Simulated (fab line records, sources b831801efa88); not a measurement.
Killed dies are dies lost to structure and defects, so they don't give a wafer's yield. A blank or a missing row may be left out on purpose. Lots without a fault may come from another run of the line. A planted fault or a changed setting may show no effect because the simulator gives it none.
Which tool did it? | flow gf180mcu | 7 lots, 19 wafers sampled, at 2 steps of a route of 602

WHAT THE GAUGES READ, wafer by wafer
GF_TOP_METAL_OVL_MEAS_15.
lot  | measured     | on         | TOP_METAL_OVL (nm)
L251 | day 28 12:50 | overlay-01 | -0.8 1.6 -1.8
L257 | day 30 00:20 | overlay-02 | 1.1
L265 | day 32 05:28 | overlay-01 | -0.7 -0.2 2.3
L267 | day 32 21:02 | overlay-02 | 0.4 -2.4 -2.7
L269 | day 33 08:26 | overlay-01 | 2.0 1.0 1.4
L272 | day 34 02:44 | overlay-01 | -1.1 -0.4 0.2
L273 | day 34 11:11 | overlay-02 | -1.1 1.1 -0.1

WHICH TOOL RAN EACH LOT (tool, then ch and the chambers of the sampled wafers, then the start)
lot  | GF_M4_SPUTTER_03
L251 | pvd_sputter-01, day 22 20:50
L257 | pvd_sputter-03, day 24 14:16
L265 | pvd_sputter-04, day 27 07:35
L267 | pvd_sputter-04, day 28 02:29
L269 | pvd_sputter-01, day 28 16:10
L272 | pvd_sputter-04, day 29 16:31
L273 | pvd_sputter-03, day 29 23:24
- GF_M4_SPUTTER_03: material Ti, target thk 10 nm, time 6.7 s.

THE ANSWER, worked out from the rows above alone
Rule: what is usual is taken from the lots themselves. Put in order of their means at a reading, lots are off if they are a third of the lots or fewer, leave a main group of 4 or more, and stand apart from it by a gap of 3 or more times the standard deviation of the main group's means; of several such gaps the widest counts. A main group whose means are all the same, to the digits that the tables above print for the reading, isn't used. A lot without any number at a reading at which 4 lots or more have one is off too. The other lots that the step has rows for count as sound.
No lot is off at any reading shown: from this, nothing can be told.

WHAT THE SIMULATOR HAD PUT IN
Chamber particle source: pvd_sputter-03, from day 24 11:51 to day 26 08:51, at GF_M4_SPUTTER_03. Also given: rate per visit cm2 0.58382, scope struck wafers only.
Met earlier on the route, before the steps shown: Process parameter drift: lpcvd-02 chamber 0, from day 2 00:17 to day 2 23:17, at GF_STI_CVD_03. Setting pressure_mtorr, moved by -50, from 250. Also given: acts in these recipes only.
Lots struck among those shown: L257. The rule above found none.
